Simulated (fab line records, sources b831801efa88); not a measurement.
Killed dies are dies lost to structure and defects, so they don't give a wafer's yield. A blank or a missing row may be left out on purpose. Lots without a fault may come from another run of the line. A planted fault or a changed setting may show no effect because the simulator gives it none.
fab line records | flow sky130
record lots=13 wafers=39 last_day=50
route steps=708 shown VIA1@475 VIA4@642 METAL5@661 PASSIVATION@683 PAD_OPEN@708
lots that met no fault: from a run of the same line without faults
start_h: hours from the record's first day to the start of the lot's first wafer shown | wait_h: hours since the lot's step before | " the same as in the row above | L1.1+2: a row that stands for several wafers | - no value, or no start given | * or withheld: withheld | < > ~ a bound
route shown NAME@n: a module of which the file shows steps, and the number in the route of the first | usual: mean/standard deviation of fault-free wafers | same: alike in all rows | chamber/n: place in a boat | sites: the reading at each site | _std_site: their standard deviation | _edge_site: outer sites' mean less inner sites' | radius_mm: how far each site lies from the wafer's centre | mask NAME#n: copy n | behind: the tool/chamber that last shaped the wafer | hold: why the lot was held/for how many hours/how that ended | device: the transistor (n, p or np) that didn't switch | end of line: the same wafers' tests at the end of the route | a step without rows: its recipe alone | killed: dies lost to structure and defects at the first sort, not the wafer's yield | map: a wafer's dies, x killed, . not, _ none there
set.NAME: the setting as run; set.NAME@STEP: as run at that earlier step | model.NAME: the simulator's own value behind a step, which no gauge read
steps of the route over a sample of lots; a table a step, a row a wafer
services: from which hour (start_h, from the record's first day; less than 0 if before it) a tool's chamber was out of use, for how many hours, and why
## steps
# step SKY_VIA1_STRIP_17
# recipe chemistry=post_etch_residue_remover time_s=1200 temp_c=72.5
# columns lot.wafer tool chamber start_h wait_h
L528.1+2+6 wet_bench-03 2 793.96 0.1
L529.1+2+6 wet_bench-03 2 803.02 0.1
L530.1+3+4 wet_bench-03 3 812.13 0.1
L531.1+2+6 wet_bench-03 0 819.33 0.1
L532.4+5+6 wet_bench-03 3 830.21 0.0
L540.1+4+6 wet_bench-03 0 891.78 0.1
L541.1+2+6 wet_bench-02 0 910.03 0.1
L544.2+4+6 wet_bench-02 3 918.86 0.1
L545.1+4+5 wet_bench-02 0 922.77 0.1
L546.1+5+6 wet_bench-03 1 931.88 0.1
L547.4+5+6 wet_bench-02 3 940.13 0.0
L548.3+4+6 wet_bench-03 0 944.51 0.0
L550.2+4+6 wet_bench-02 0 961.57 0.1
# step SKY_VIA4_BOW_MEAS_03
# recipe mode=bow
# usual VIA4_BOW=80/8.1
# columns lot.wafer tool chamber start_h wait_h VIA4_BOW[um]
L528.1 film_metro-01 - 983.91 0.2 82
L528.2 " - " " 95
L528.6 " - " " 96
L529.1 film_metro-04 - 995.29 0.1 75
L529.2 " - " " 83
L529.6 " - " " 85
L530.1 film_metro-04 - 1000.52 0.1 97
L530.3 " - " " 90
L530.4 " - " " 90
L531.1 film_metro-04 - 1007.44 0.1 75
L531.2 " - " " 65
L531.6 " - " " 74
L532.4 film_metro-01 - 1018.42 0.3 71
L532.5 " - " " 78
L532.6 " - " " 80
L540.1 film_metro-02 - 1070.13 0.1 73
L540.4 " - " " 77
L540.6 " - " " 77
L541.1 film_metro-02 - 1084.08 0.1 74
L541.2 " - " " 78
L541.6 " - " " 75
L544.2 film_metro-04 - 1094.84 0.3 95
L544.4 " - " " 87
L544.6 " - " " 79
L545.1 film_metro-02 - 1096.18 0.1 71
L545.4 " - " " 71
L545.5 " - " " 66
L546.1 film_metro-02 - 1101.95 0.2 82
L546.5 " - " " 71
L546.6 " - " " 76
L547.4 film_metro-01 - 1111.24 0.2 82
L547.5 " - " " 89
L547.6 " - " " 86
L548.3 film_metro-04 - 1116.21 0.1 78
L548.4 " - " " 79
L548.6 " - " " 72
L550.2 film_metro-02 - 1125.69 0.2 79
L550.4 " - " " 80
L550.6 " - " " 83
# step SKY_METAL5_SPUTTER_00
# recipe material=Ti target_thk_nm=15 power_w=3000 time_s=10 chamber_pressure_pa=0.4
# usual throttle_valve_pct=29.9/0.66
# columns lot.wafer tool chamber start_h wait_h throttle_valve_pct
L528.1 pvd_sputter-04 - 1009.00 0.2 29.4
L528.2 " - " " 29.4
L528.6 " - " " 29.7
L529.1 pvd_sputter-03 - 1020.18 0.2 30.6
L529.2 " - " " 30.4
L529.6 " - " " 29.4
L530.1 pvd_sputter-02 - 1025.82 0.2 30.0
L530.3 " - " " 30.5
L530.4 " - " " 30.1
L531.1 pvd_sputter-04 - 1031.53 0.2 28.4
L531.2 " - " " 29.4
L531.6 " - " " 28.5
L532.4 pvd_sputter-03 - 1042.77 0.2 30.3
L532.5 " - " " 29.1
L532.6 " - " " 30.3
L540.1 pvd_sputter-02 - 1092.23 0.1 30.0
L540.4 " - " " 30.0
L540.6 " - " " 29.2
L541.1 pvd_sputter-02 - 1105.86 0.2 29.8
L541.2 " - " " 30.3
L541.6 " - " " 30.6
L544.2 pvd_sputter-03 - 1116.38 0.2 29.3
L544.4 " - " " 30.6
L544.6 " - " " 30.0
L545.1 pvd_sputter-02 - 1118.11 0.1 30.4
L545.4 " - " " 30.3
L545.5 " - " " 30.7
L546.1 pvd_sputter-03 - 1123.47 0.2 30.5
L546.5 " - " " 30.2
L546.6 " - " " 30.9
L547.4 pvd_sputter-04 - 1132.66 0.1 29.1
L547.5 " - " " 29.7
L547.6 " - " " 28.5
L548.3 pvd_sputter-04 - 1137.08 0.2 29.5
L548.4 " - " " 28.2
L548.6 " - " " 29.0
L550.2 pvd_sputter-02 - 1146.26 0.2 29.9
L550.4 " - " " 30.0
L550.6 " - " " 29.2
# step SKY_PASSIVATION_CVD_02
# recipe material=Si3N4 target_thk_nm=540 temp_c=400 time_s=withheld rf_w=450
# usual heater_power_w=694/120
# columns lot.wafer tool chamber start_h wait_h heater_power_w
L528.1 pecvd-04 2 1033.25 0.1 726
L528.2 " 0 " " 720
L528.6 " 1 " " 763
L529.1 pecvd-01 0 1043.91 0.1 736
L529.2 " 2 " " 629
L529.6 " 2 " " 510
L530.1 pecvd-04 2 1049.66 0.1 770
L530.3 " 0 " " 649
L530.4 " 2 " " 644
L531.1 pecvd-02 2 1054.90 0.1 540
L531.2 " 0 " " 544
L531.6 " 1 " " 973
L532.4 pecvd-02 2 1066.71 0.1 605
L532.5 " 0 " " 588
L532.6 " 1 " " 925
L540.1 pecvd-02 2 1113.75 0.1 613
L540.4 " 0 " " 474
L540.6 " 1 " " 976
L541.1 pecvd-01 0 1126.21 0.1 598
L541.2 " 2 " " 588
L541.6 " 0 " " 674
L544.2 pecvd-02 0 1137.01 0.0 553
L544.4 " 0 " " 583
L544.6 " 1 " " 798
L545.1 pecvd-02 1 1138.29 0.1 1001
L545.4 " 1 " " 816
L545.5 " 2 " " 610
L546.1 pecvd-02 2 1143.54 0.1 559
L546.5 " 2 " " 568
L546.6 " 1 " " 985
L547.4 pecvd-04 2 1153.30 0.1 783
L547.5 " 1 " " 701
L547.6 " 0 " " 795
L548.3 pecvd-04 0 1157.89 0.0 677
L548.4 " 1 " " 655
L548.6 " 0 " " 716
L550.2 pecvd-01 2 1165.59 0.0 632
L550.4 " 0 " " 738
L550.6 " 1 " " 738
# step SKY_PAD_OPEN_PROBE_99
# usual defect_limited_yield=82.3/2.1 killed_at_M0_to_M3=44/7.3 killed_at_M4_up=3.3/1.8 killed_at_contacts=24/5.3 killed_at_front_end=16/5 killed_at_other=0.2/0.51 killed_dies=87/10 killed_open=47/7.5 killed_short=40/6.3 sort_bin_3_pad_short=0.9/0.41 sort_bin_5_function=10.5/1.6 sort_bin_6_memory=6.3/1.2 sort_n_pass=405/10 sort_yield_pct=82.3/2.1
# same gross_dies=492 killed_at_back_side=0 sort_bin_4_leakage[%]=0 sort_bin_8_speed[%]=0
# columns lot.wafer tool chamber start_h wait_h hold defect_limited_yield[%] killed_at_M0_to_M3 killed_at_M4_up killed_at_contacts killed_at_front_end killed_at_other killed_dies killed_open killed_short sort_bin_3_pad_short[%] sort_bin_5_function[%] sort_bin_6_memory[%] sort_n_pass sort_yield_pct[%]
L528.1 prober-02 - 1080.17 0.1 - 82.5 40 3 22 21 0 86 51 35 1.2 11.2 5.1 406 82.5
L528.2 prober-02 - 1080.22 0.1 - 82.5 41 3 22 20 0 86 46 40 1.8 10.8 4.9 406 82.5
L528.6 prober-02 - 1080.42 0.2 - 82.7 40 6 24 15 0 85 52 33 0.4 11.4 5.5 407 82.7
L529.1 prober-01 - 1089.84 0.1 - 82.3 49 3 17 18 0 87 51 36 0.8 11.0 5.9 405 82.3
L529.2 prober-01 - 1089.89 0.1 - 83.9 37 4 27 11 0 79 44 35 0.8 9.6 5.7 413 83.9
L529.6 prober-01 - 1090.09 0.2 - 81.3 42 6 22 21 1 92 51 41 0.4 13.0 5.3 400 81.3
L530.1 prober-02 - 1094.25 0.1 await_dispo/1.8h/release 74.0 91 2 23 12 0 128 47 36 2.0 18.5 5.5 364 74.0
L530.3 prober-02 - 1094.35 0.2 await_dispo/1.8h/release 72.0 90 1 35 12 0 138 45 41 3.0 18.7 6.3 354 72.0
L530.4 prober-02 - 1094.40 0.2 await_dispo/1.8h/release 72.6 98 2 20 15 0 135 59 35 2.0 18.5 6.9 357 72.6
L531.1 prober-01 - 1099.25 0.1 await_dispo/9.6h/release 77.2 71 2 20 19 0 112 52 30 1.8 15.2 5.7 380 77.2
L531.2 prober-01 - 1099.30 0.1 await_dispo/9.6h/release 77.0 75 3 22 13 0 113 48 37 1.6 16.3 5.1 379 77.0
L531.6 prober-01 - 1099.50 0.2 await_dispo/9.6h/release 76.4 83 4 15 14 0 116 39 46 3.3 14.2 6.1 376 76.4
L532.4 prober-02 - 1112.30 0.2 await_dispo/5.0h/release 75.2 84 7 14 17 0 122 46 26 2.4 13.8 8.5 370 75.2
L532.5 prober-02 - 1112.35 0.2 await_dispo/5.0h/release 72.2 96 4 22 14 1 137 52 40 1.4 18.7 7.7 355 72.2
L532.6 prober-02 - 1112.40 0.2 await_dispo/5.0h/release 76.2 77 4 20 16 0 117 37 31 3.0 14.6 6.1 375 76.2
L540.1 prober-02 - 1155.40 0.1 - 83.3 41 3 21 17 0 82 39 43 1.4 9.3 5.9 410 83.3
L540.4 prober-02 - 1155.55 0.2 - 85.4 36 2 20 14 0 72 39 33 0.6 8.9 5.1 420 85.4
L540.6 prober-02 - 1155.65 0.2 - 82.9 34 3 23 24 0 84 49 35 1.4 9.6 6.1 408 82.9
L541.1 prober-01 - 1166.36 0.1 - 77.6 54 1 30 25 0 110 64 46 1.8 11.8 8.7 382 77.6
L541.2 prober-01 - 1166.41 0.1 - 80.5 47 0 28 21 0 96 56 40 1.0 12.2 6.3 396 80.5
L541.6 prober-01 - 1166.61 0.2 - 80.1 45 5 27 21 0 98 54 44 1.2 12.2 6.5 394 80.1
L544.2 prober-02 - 1176.30 0.1 - 83.5 40 3 25 13 0 81 38 43 0.6 8.7 7.1 411 83.5
L544.4 prober-02 - 1176.40 0.2 - 86.2 30 5 20 13 0 68 39 29 1.4 6.1 6.3 424 86.2
L544.6 prober-02 - 1176.50 0.2 - 78.0 53 4 37 14 0 108 58 50 1.2 12.6 8.1 384 78.0
L545.1 prober-01 - 1177.75 0.1 - 84.6 44 4 16 12 0 76 38 38 1.0 9.1 5.3 416 84.6
L545.4 prober-01 - 1177.90 0.2 - 80.7 57 3 27 8 0 95 54 41 1.4 8.5 9.3 397 80.7
L545.5 prober-01 - 1177.95 0.2 - 81.1 42 5 25 21 0 93 54 39 0.6 12.4 5.9 399 81.1
L546.1 prober-02 - 1182.26 0.1 - 81.9 44 3 23 19 0 89 52 35 0.4 12.4 5.3 403 81.9
L546.5 prober-02 - 1182.46 0.2 - 82.3 45 5 22 15 0 87 56 31 0.6 11.4 5.7 405 82.3
L546.6 prober-02 - 1182.51 0.2 - 84.3 42 1 25 9 0 77 45 32 1.6 8.1 5.9 415 84.3
L547.4 prober-01 - 1189.93 0.2 - 85.0 37 0 24 12 1 74 44 30 1.4 7.9 5.7 418 85.0
L547.5 prober-01 - 1189.98 0.2 - 82.9 39 2 26 16 1 84 44 40 0.6 10.8 5.7 408 82.9
L547.6 prober-01 - 1190.03 0.2 - 78.9 52 4 30 18 0 104 59 45 0.8 13.4 6.9 388 78.9
L548.3 prober-02 - 1194.71 0.2 - 85.0 39 1 24 9 1 74 51 23 0.6 9.3 5.1 418 85.0
L548.4 prober-02 - 1194.76 0.2 - 80.1 43 3 23 29 0 98 50 48 1.4 11.0 7.5 394 80.1
L548.6 prober-02 - 1194.86 0.2 - 83.5 48 1 17 15 0 81 48 33 0 8.5 7.9 411 83.5
L550.2 prober-02 - 1200.61 0.1 - 79.3 45 2 30 24 1 102 51 51 0.8 14.2 5.7 390 79.3
L550.4 prober-02 - 1200.71 0.2 - 80.5 45 2 30 19 0 96 61 35 0.8 11.4 7.3 396 80.5
L550.6 prober-02 - 1200.81 0.2 - 77.4 61 3 21 26 0 111 62 49 1.0 13.8 7.7 381 77.4
# killed by level:class
L528.1 VIA1:geometric_particle:open=10 VIA3:geometric_particle:open=8 FIELD_ISO:geometric_particle:short=7 LI_CONTACT:geometric_particle:open=7 CONTACT:geometric_particle:open=7 FIELD_ISO:geometric_particle:open=6 METAL1:geometric_particle:short=5 POLY_GATE:geometric_particle:open=4
L528.2 LI_CONTACT:geometric_particle:open=9 VIA2:geometric_particle:open=8 FIELD_ISO:geometric_particle:short=7 VIA1:geometric_particle:open=7 VIA3:geometric_particle:open=7 FIELD_ISO:geometric_particle:open=6 CONTACT:geometric_particle:short=5 CONTACT:geometric_particle:open=5
L528.6 CONTACT:geometric_particle:open=11 VIA2:geometric_particle:open=10 LI_CONTACT:geometric_particle:open=7 VIA1:geometric_particle:open=7 FIELD_ISO:geometric_particle:short=5 FIELD_ISO:geometric_particle:open=5 METAL1:geometric_particle:short=5 VIA3:geometric_particle:open=5
L529.1 VIA1:geometric_particle:short=9 VIA1:geometric_particle:open=9 VIA3:geometric_particle:open=9 LI_CONTACT:geometric_particle:open=7 VIA2:geometric_particle:open=6 POLY_GATE:geometric_particle:open=5 CONTACT:geometric_particle:open=5 VIA3:geometric_particle:short=5
L529.2 CONTACT:geometric_particle:open=10 VIA3:geometric_particle:open=7 LI_CONTACT:geometric_particle:open=6 CONTACT:geometric_particle:short=6 VIA1:geometric_particle:open=6 VIA1:geometric_particle:short=5 VIA2:geometric_particle:open=5 FIELD_ISO:geometric_particle:open=4
L529.6 CONTACT:geometric_particle:open=10 VIA3:geometric_particle:open=8 VIA1:geometric_particle:open=7 FIELD_ISO:geometric_particle:short=6 VIA2:geometric_particle:open=6 POLY_GATE:geometric_particle:open=5 METAL1:geometric_particle:short=5 LI_CONTACT:geometric_particle:open=4
L530.1 VIA1:unspecified=45 VIA1:geometric_particle:open=8 CONTACT:geometric_particle:open=7 VIA3:geometric_particle:open=7 VIA2:geometric_particle:open=7 METAL1:geometric_particle:short=6 LI_CONTACT:geometric_particle:short=5 POLY_GATE:geometric_particle:open=5
L530.3 VIA1:unspecified=52 CONTACT:geometric_particle:open=15 VIA1:geometric_particle:open=11 LI_CONTACT:geometric_particle:open=6 LOCAL_INTERCONNECT:geometric_particle:short=5 CONTACT:geometric_particle:short=5 VIA3:geometric_particle:open=5 VIA2:geometric_particle:short=4
L530.4 VIA1:unspecified=41 CONTACT:geometric_particle:open=13 VIA3:geometric_particle:open=11 VIA1:geometric_particle:open=10 METAL1:geometric_particle:short=8 VIA2:geometric_particle:open=6 FIELD_ISO:geometric_particle:short=5 METAL2:geometric_particle:short=5
L531.1 VIA1:unspecified=30 VIA1:geometric_particle:open=14 CONTACT:geometric_particle:open=9 VIA2:geometric_particle:open=7 METAL2:geometric_particle:short=6 FIELD_ISO:geometric_particle:short=5 VIA3:geometric_particle:open=5 FIELD_ISO:geometric_particle:open=4
L531.2 VIA1:unspecified=28 VIA1:geometric_particle:open=12 CONTACT:geometric_particle:open=10 VIA2:geometric_particle:open=7 VIA1:geometric_particle:short=7 VIA3:geometric_particle:open=7 LI_CONTACT:geometric_particle:short=5 METAL2:geometric_particle:short=4
L531.6 VIA1:unspecified=31 VIA1:geometric_particle:open=11 VIA2:geometric_particle:open=10 METAL1:geometric_particle:short=9 FIELD_ISO:geometric_particle:short=6 METAL2:geometric_particle:short=5 POLY_GATE:geometric_particle:open=4 LOCAL_INTERCONNECT:geometric_particle:short=4
L532.4 VIA1:unspecified=50 FIELD_ISO:geometric_particle:open=7 CONTACT:geometric_particle:open=7 VIA2:geometric_particle:open=7 VIA3:geometric_particle:open=7 VIA1:geometric_particle:open=6 METAL1:geometric_particle:short=5 METAL4:geometric_particle:short=4
L532.5 VIA1:unspecified=45 VIA1:geometric_particle:open=15 METAL2:geometric_particle:short=9 LI_CONTACT:geometric_particle:open=6 VIA1:geometric_particle:short=6 FIELD_ISO:geometric_particle:open=4 LOCAL_INTERCONNECT:geometric_particle:short=4 CONTACT:geometric_particle:open=4
L532.6 VIA1:unspecified=49 VIA1:geometric_particle:open=9 CONTACT:geometric_particle:open=8 METAL1:geometric_particle:short=5 VIA2:geometric_particle:open=5 FIELD_ISO:geometric_particle:open=4 POLY_GATE:geometric_particle:short=4 METAL4:geometric_particle:short=4
L540.1 VIA1:geometric_particle:open=9 LI_CONTACT:geometric_particle:open=7 METAL2:geometric_particle:short=7 CONTACT:geometric_particle:open=6 VIA2:geometric_particle:open=5 VIA3:geometric_particle:open=5 FIELD_ISO:geometric_particle:short=4 POLY_GATE:geometric_particle:short=4
L540.4 METAL2:geometric_particle:short=8 VIA1:geometric_particle:open=7 POLY_GATE:geometric_particle:open=5 VIA3:geometric_particle:open=5 LI_CONTACT:geometric_particle:open=4 LOCAL_INTERCONNECT:geometric_particle:short=4 CONTACT:geometric_particle:open=4 VIA1:geometric_particle:short=4
L540.6 LI_CONTACT:geometric_particle:open=11 VIA1:geometric_particle:short=7 VIA1:geometric_particle:open=6 FIELD_ISO:geometric_particle:open=5 VIA2:geometric_particle:open=5 POLY_CUT:geometric_particle:open=4 CONTACT:geometric_particle:open=4 VIA3:geometric_particle:short=4
L541.1 CONTACT:geometric_particle:open=13 VIA1:geometric_particle:open=13 VIA2:geometric_particle:open=9 VIA3:geometric_particle:open=9 FIELD_ISO:geometric_particle:open=7 METAL2:geometric_particle:short=7 LI_CONTACT:geometric_particle:open=6 VIA1:geometric_particle:short=5
L541.2 CONTACT:geometric_particle:open=11 LI_CONTACT:geometric_particle:open=10 VIA1:geometric_particle:open=10 METAL2:geometric_particle:short=9 VIA3:geometric_particle:open=8 FIELD_ISO:geometric_particle:short=6 FIELD_ISO:geometric_particle:open=6 VIA2:geometric_particle:open=6
L541.6 LI_CONTACT:geometric_particle:open=9 VIA1:geometric_particle:open=9 CONTACT:geometric_particle:short=7 VIA2:geometric_particle:open=7 FIELD_ISO:geometric_particle:short=6 METAL2:geometric_particle:short=6 VIA3:geometric_particle:open=6 POLY_GATE:geometric_particle:open=5
L544.2 POLY_GATE:geometric_particle:short=8 VIA3:geometric_particle:short=8 CONTACT:geometric_particle:open=7 VIA2:geometric_particle:open=6 LOCAL_INTERCONNECT:geometric_particle:short=5 LI_CONTACT:geometric_particle:open=5 METAL2:geometric_particle:short=5 VIA3:geometric_particle:open=5
L544.4 CONTACT:geometric_particle:open=9 VIA1:geometric_particle:open=7 VIA3:geometric_particle:open=5 POLY_GATE:geometric_particle:short=4 LI_CONTACT:geometric_particle:open=4 LOCAL_INTERCONNECT:geometric_particle:short=4 METAL1:geometric_particle:short=4 POLY_GATE:geometric_particle:open=3
L544.6 VIA1:geometric_particle:open=12 LI_CONTACT:geometric_particle:open=11 CONTACT:geometric_particle:open=10 CONTACT:geometric_particle:short=9 METAL2:geometric_particle:short=8 VIA3:geometric_particle:open=8 METAL1:geometric_particle:short=6 VIA2:geometric_particle:open=6
L545.1 VIA1:geometric_particle:open=12 CONTACT:geometric_particle:open=8 METAL1:geometric_particle:short=8 METAL2:geometric_particle:short=7 LI_CONTACT:geometric_particle:open=4 METAL4:geometric_particle:short=4 FIELD_ISO:geometric_particle:short=3 SPACER:geometric_particle:open=3
L545.4 VIA1:geometric_particle:open=12 VIA3:geometric_particle:open=12 METAL1:geometric_particle:short=10 CONTACT:geometric_particle:open=9 LI_CONTACT:geometric_particle:open=8 VIA2:geometric_particle:open=6 METAL2:geometric_particle:short=5 VIA2:geometric_particle:short=5
L545.5 VIA1:geometric_particle:open=15 CONTACT:geometric_particle:open=14 METAL1:geometric_particle:short=8 POLY_GATE:geometric_particle:short=7 METAL4:geometric_particle:short=5 POLY_GATE:geometric_particle:open=4 VIA2:geometric_particle:open=4 VIA3:geometric_particle:open=4
L546.1 VIA1:geometric_particle:open=12 FIELD_ISO:geometric_particle:open=9 CONTACT:geometric_particle:open=8 LI_CONTACT:geometric_particle:open=7 VIA3:geometric_particle:open=7 VIA2:geometric_particle:open=6 VIA1:geometric_particle:short=5 METAL1:geometric_particle:short=5
L546.5 VIA1:geometric_particle:open=12 METAL1:geometric_particle:short=7 VIA2:geometric_particle:open=7 LOCAL_INTERCONNECT:geometric_particle:short=6 CONTACT:geometric_particle:open=6 VIA3:geometric_particle:open=6 FIELD_ISO:geometric_particle:open=5 POLY_GATE:geometric_particle:open=5
L546.6 VIA1:geometric_particle:open=13 CONTACT:geometric_particle:open=8 VIA3:geometric_particle:open=7 LI_CONTACT:geometric_particle:open=6 METAL1:geometric_particle:short=6 CONTACT:geometric_particle:short=5 VIA2:geometric_particle:open=5 LOCAL_INTERCONNECT:geometric_particle:short=4
L547.4 VIA1:geometric_particle:open=11 CONTACT:geometric_particle:open=10 LI_CONTACT:geometric_particle:open=8 VIA3:geometric_particle:open=6 VIA1:geometric_particle:short=5 POLY_GATE:geometric_particle:short=4 SPACER:geometric_particle:short=4 CONTACT:geometric_particle:short=4
L547.5 VIA1:geometric_particle:open=8 LI_CONTACT:geometric_particle:open=7 CONTACT:geometric_particle:open=7 METAL1:geometric_particle:short=6 METAL2:geometric_particle:short=6 VIA2:geometric_particle:open=6 POLY_GATE:geometric_particle:open=5 VIA3:geometric_particle:open=5
L547.6 VIA1:geometric_particle:open=17 LI_CONTACT:geometric_particle:open=9 VIA3:geometric_particle:open=8 CONTACT:geometric_particle:open=8 CONTACT:geometric_particle:short=7 METAL1:geometric_particle:short=7 POLY_GATE:geometric_particle:open=6 METAL2:geometric_particle:short=5
L548.3 CONTACT:geometric_particle:open=12 VIA2:geometric_particle:open=11 VIA3:geometric_particle:open=9 VIA1:geometric_particle:open=7 LI_CONTACT:geometric_particle:open=6 FIELD_ISO:geometric_particle:short=4 METAL1:geometric_particle:short=4 LOCAL_INTERCONNECT:geometric_particle:short=3
L548.4 VIA1:geometric_particle:open=12 FIELD_ISO:geometric_particle:open=9 FIELD_ISO:geometric_particle:short=7 CONTACT:geometric_particle:open=7 CONTACT:geometric_particle:short=5 METAL1:geometric_particle:short=5 VIA3:geometric_particle:open=5 LOCAL_INTERCONNECT:geometric_particle:short=4
L548.6 VIA1:geometric_particle:open=15 LI_CONTACT:geometric_particle:open=7 VIA1:geometric_particle:short=6 METAL2:geometric_particle:short=5 FIELD_ISO:geometric_particle:short=4 FIELD_ISO:geometric_particle:open=4 CONTACT:geometric_particle:short=4 CONTACT:geometric_particle:open=4
L550.2 LI_CONTACT:geometric_particle:open=11 VIA1:geometric_particle:short=11 VIA1:geometric_particle:open=11 FIELD_ISO:geometric_particle:short=9 CONTACT:geometric_particle:open=9 VIA3:geometric_particle:open=7 METAL1:geometric_particle:short=6 FIELD_ISO:geometric_particle:open=5
L550.4 VIA1:geometric_particle:open=16 CONTACT:geometric_particle:open=13 METAL2:geometric_particle:short=6 VIA2:geometric_particle:open=6 POLY_GATE:geometric_particle:open=5 CONTACT:geometric_particle:short=5 FIELD_ISO:geometric_particle:open=4 POLY_GATE:geometric_particle:short=4
L550.6 VIA2:geometric_particle:open=10 VIA1:geometric_particle:open=10 VIA3:geometric_particle:open=9 FIELD_ISO:geometric_particle:open=8 LI_CONTACT:geometric_particle:open=8 CONTACT:geometric_particle:open=8 METAL3:geometric_particle:short=7 METAL1:geometric_particle:short=6
## services
# columns tool chamber start_h hours kind
wet_bench-03 - 774.95 1.4 repair
pecvd-02 - 777.21 0.8 pm
pecvd-02 0 782.93 5.5 scheduled_down
pecvd-02 1 788.87 2.1 scheduled_down
pvd_sputter-02 - 794.50 20.5 repair
pecvd-02 0 794.77 4.6 repair
pecvd-04 - 818.91 6.0 pm
pvd_sputter-02 - 831.49 20.7 repair
pecvd-04 2 836.66 10.8 repair
wet_bench-02 - 844.13 4.1 repair
pecvd-01 - 873.62 5.8 repair
pvd_sputter-02 - 885.51 20.8 repair
pvd_sputter-03 - 907.85 36.5 repair
pecvd-01 1 958.93 5.2 repair
pecvd-02 0 971.84 2.1 scheduled_down
pecvd-02 - 984.10 0.9 repair
wet_bench-03 - 1041.71 1.1 repair
pecvd-04 1 1047.64 3.6 repair
pecvd-01 - 1075.03 28.1 pm
pecvd-02 - 1089.06 2.8 pm
pvd_sputter-02 - 1098.26 3.7 repair
pecvd-04 - 1115.71 2.8 repair
pvd_sputter-02 - 1153.97 1.4 repair
pecvd-02 0 1154.68 10.9 repair
## key
first_sign step=SKY_PAD_OPEN_PROBE_99 reading=killed_at_M0_to_M3 direction=up sigmas=5.6 usual=44 struck=85
effect step=SKY_PAD_OPEN_PROBE_99 reading=sort_bin_5_function direction=up sigmas=3.7 usual=10.5 struck=16.5 wafers_moved=8
met_at SKY_VIA1_STRIP_17
struck_lots L530,L531,L532
not_acting_at SKY_VIA4_BOW_MEAS_03,SKY_METAL5_SPUTTER_00,SKY_PASSIVATION_CVD_02
onset_between 803.02 812.13
fault kind=chamber_particle_source tool=wet_bench-03 chamber=- onset_h=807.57 steps=SKY_VIA1_STRIP_17 rate_per_visit_cm2=0.51404 end_h=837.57
